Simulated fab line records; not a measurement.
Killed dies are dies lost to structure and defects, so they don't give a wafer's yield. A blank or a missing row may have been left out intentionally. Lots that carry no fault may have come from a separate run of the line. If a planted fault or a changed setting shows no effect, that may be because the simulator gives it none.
Which tool did it? ; flow gf180mcu ; 13 lots, 39 wafers sampled, at 5 steps of a route of 602

WHAT EACH GAUGE READ, for each wafer
GF_VT_IMPLANT_TW_MEAS_10.
lot;measured;on;VT_IMPLANT_TW
L611;day 5 13:49;film_metro-03;560.4 561.1 558.8
L612;day 6 05:40;film_metro-04;561.1 560.8 558.7
L614;day 6 12:34;film_metro-03;562.3 558.3 557.7
L615;day 6 17:08;film_metro-03;557.8 557.0 557.8
L618;day 7 14:07;film_metro-04;561.1 562.6 560.7
L619;day 7 23:58;film_metro-01;553.7 553.5 555.5
L620;day 8 00:50;film_metro-04;556.6 560.9 559.2
L623;day 8 18:08;film_metro-03;558.7 558.4 555.8
L624;day 9 04:17;film_metro-03;562.9 563.1 561.4
L625;day 9 09:35;film_metro-03;580.8 583.3 584.0 579.0 581.6 580.0
L627;day 9 16:01;film_metro-03;582.1 581.6 579.5 578.3 579.4 582.2
L629;day 10 14:10;film_metro-01;561.1 561.9 564.1
L633;day 11 04:32;film_metro-04;559.5 562.3 563.2

GF_SAB_THK_MEAS_01.
lot;measured;on;SAB_CVD_00_THK (nm)
L611;day 13 20:38;film_metro-02;50.8 50.3 50.0
L612;day 15 03:37;film_metro-03;49.3 49.8 49.8
L614;day 15 12:47;film_metro-04;48.9 50.1 50.5
L615;day 15 19:31;film_metro-04;47.7 48.0 48.6
L618;day 16 20:50;film_metro-03;50.6 51.2 50.8
L619;day 17 15:20;film_metro-03;49.4 48.8 49.8
L620;day 17 15:00;film_metro-04;49.1 49.5 49.4
L623;day 18 08:22;film_metro-02;49.4 48.7 51.2
L624;day 19 04:15;film_metro-03;50.1 48.9 49.3
L625;day 19 08:19;film_metro-04;49.5 49.1 50.7
L627;day 19 20:18;film_metro-04;50.2 49.1 49.4
L629;day 21 03:23;film_metro-02;48.6 49.4 49.5
L633;day 22 00:30;film_metro-03;49.3 48.8 50.0

GF_M1_THK_MEAS_06: measures by xrf.
lot;measured;on;M1_ALCU_THK (nm)
L611;day 15 18:47;film_metro-04;451 447 449
L612;day 17 02:08;film_metro-04;456 450 452
L614;day 17 11:59;film_metro-03;457 458 462
L615;day 17 19:14;film_metro-04;453 457 438
L618;day 18 22:47;film_metro-01;451 452 451
L619;day 19 19:31;film_metro-04;451 454 456
L620;day 19 17:18;film_metro-04;450 441 450
L623;day 20 12:57;film_metro-01;456 464 466
L624;day 21 07:31;film_metro-04;458 449 458
L625;day 21 12:52;film_metro-04;441 455 455
L627;day 21 23:56;film_metro-01;455 464 467
L629;day 23 05:28;film_metro-01;458 455 464
L633;day 24 00:47;film_metro-03;454 448 456

WHICH TOOL RAN EACH LOT (tool, then ch and the chambers of the sampled wafers, then the start)
lot;GF_VT_IMPLANT_IMPLANT_08;GF_CONTACT_STRIP_18
L611;implanter-03 ch 0, day 5 13:37;plasma_asher-04 ch 0,1, day 15 17:29
L612;implanter-03 ch 0, day 6 05:25;plasma_asher-04 ch 0,1, day 17 00:41
L614;implanter-01 ch 0, day 6 12:20;plasma_asher-04 ch 0,1, day 17 10:38
L615;implanter-03 ch 0, day 6 16:53;plasma_asher-04 ch 0,1, day 17 17:41
L618;implanter-03 ch 0, day 7 13:53;plasma_asher-03 ch 0,1, day 18 21:28
L619;implanter-04 ch 0, day 7 23:44;plasma_asher-01 ch 0,1, day 19 18:11
L620;implanter-03 ch 0, day 8 00:35;plasma_asher-01 ch 0,1, day 19 15:59
L623;implanter-04 ch 0, day 8 17:53;plasma_asher-01 ch 0,1, day 20 11:32
L624;implanter-03 ch 0, day 9 04:02;plasma_asher-01 ch 0,1, day 21 06:11
L625;implanter-04 ch 0, day 9 09:20;plasma_asher-04 ch 0,1, day 21 11:26
L627;implanter-04 ch 0, day 9 15:46;plasma_asher-04 ch 0,1, day 21 22:25
L629;implanter-03 ch 0, day 10 13:56;plasma_asher-04 ch 0,1, day 23 04:01
L633;implanter-01 ch 0, day 11 04:17;plasma_asher-04 ch 0,1, day 23 23:14
- GF_VT_IMPLANT_IMPLANT_08
- GF_CONTACT_STRIP_18: strips in O2/N2.

WHAT THE TOOLS THEMSELVES READ (means of the sampled wafers that have a number; where no wafer has one, the mark that the record gives instead)
GF_VT_IMPLANT_IMPLANT_08.
lot;tool;beam_energy_keV;dose_ions_cm2;faraday_current_uA
L611;implanter-03;19.989;8.283e+12;47.0
L612;implanter-03;20.000;8.287e+12;46.5
L614;implanter-01;19.983;8.287e+12;46.9
L615;implanter-03;19.998;8.292e+12;46.4
L618;implanter-03;20.001;8.293e+12;46.1
L619;implanter-04;20.004;8.288e+12;47.6
L620;implanter-03;20.005;8.290e+12;46.1
L623;implanter-04;19.999;8.284e+12;46.2
L624;implanter-03;20.004;8.288e+12;46.7
L625;implanter-04;19.992;9.262e+12;52.7
L627;implanter-04;20.008;9.255e+12;52.2
L629;implanter-03;19.997;8.295e+12;47.0
L633;implanter-01;20.004;8.290e+12;48.2

GF_CONTACT_STRIP_18.
lot;tool;drypump_motor_current_A (A);heater_power_w (W);oes_product_au (a.u.)
L611;plasma_asher-04;5.4;311;0.582
L612;plasma_asher-04;5.4;309;0.582
L614;plasma_asher-04;5.4;310;0.578
L615;plasma_asher-04;5.3;315;0.587
L618;plasma_asher-03;6.2;365;0.583
L619;plasma_asher-01;5.7;335;0.575
L620;plasma_asher-01;5.9;312;0.578
L623;plasma_asher-01;5.7;337;0.581
L624;plasma_asher-01;5.9;301;0.583
L625;plasma_asher-04;5.5;313;0.579
L627;plasma_asher-04;5.5;308;0.578
L629;plasma_asher-04;5.3;319;0.574
L633;plasma_asher-04;5.4;323;0.582

THE ANSWER, worked out from the rows above alone
Rule: the usual values come from the lots themselves. The widest of any qualifying gaps counts: lots, ordered by their means at a reading, are off when they make up no more than a third of the lots, leave a main group of 4 or more, and stand apart from it by 3 or more times the standard deviation of that group's means. If all means in a main group match to the digits the tables above print for the reading, that group is not used. Also off: a lot with no number at a reading for which 4 or more lots have one. Where the step has rows for the other lots, those lots are counted as sound. The gauges are gone through in route order, then the tools' own readings, and for those a lot's mean is taken as printed above. At the first step where some lot is off, the reading lying furthest off is the one used; lots without a number count as furthest.
Off: L625, L627, at GF_VT_IMPLANT_TW_MEAS_10 (VT_IMPLANT_TW). Mean 559.6 and standard deviation 2.4 in the main group.
A tool fits if, at a process step before that reading, it ran every lot that is off, and no sound lot after the first of them. The gauges at GF_VT_IMPLANT_TW_MEAS_10 aren't tried: what is off there is off at GF_VT_IMPLANT_IMPLANT_08 too, on other tools, and a gauge's error can't cause that. One candidate fits, namely implanter-04 at GF_VT_IMPLANT_IMPLANT_08. Its last sound lot is L623 (day 8 17:53), its first lot that is off L625 (day 9 09:20): a fault that began between those two fits.
The tool's own readings at GF_VT_IMPLANT_IMPLANT_08 bear it out: on the lots that are off they differ by more than 5 times the standard deviation of the sound lots' means. dose_ions_cm2 reads 9.258e+12 there against 8.289e+12 on the sound lots; faraday_current_uA reads 52.5 there against 46.8 on the sound lots.

WHAT THE SIMULATOR HAD PUT IN
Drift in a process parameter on implanter-04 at GF_VT_IMPLANT_IMPLANT_08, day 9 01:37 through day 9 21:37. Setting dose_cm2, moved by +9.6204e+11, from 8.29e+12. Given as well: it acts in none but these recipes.
Lots struck among those shown: L625, L627. Same finding as the rule above.
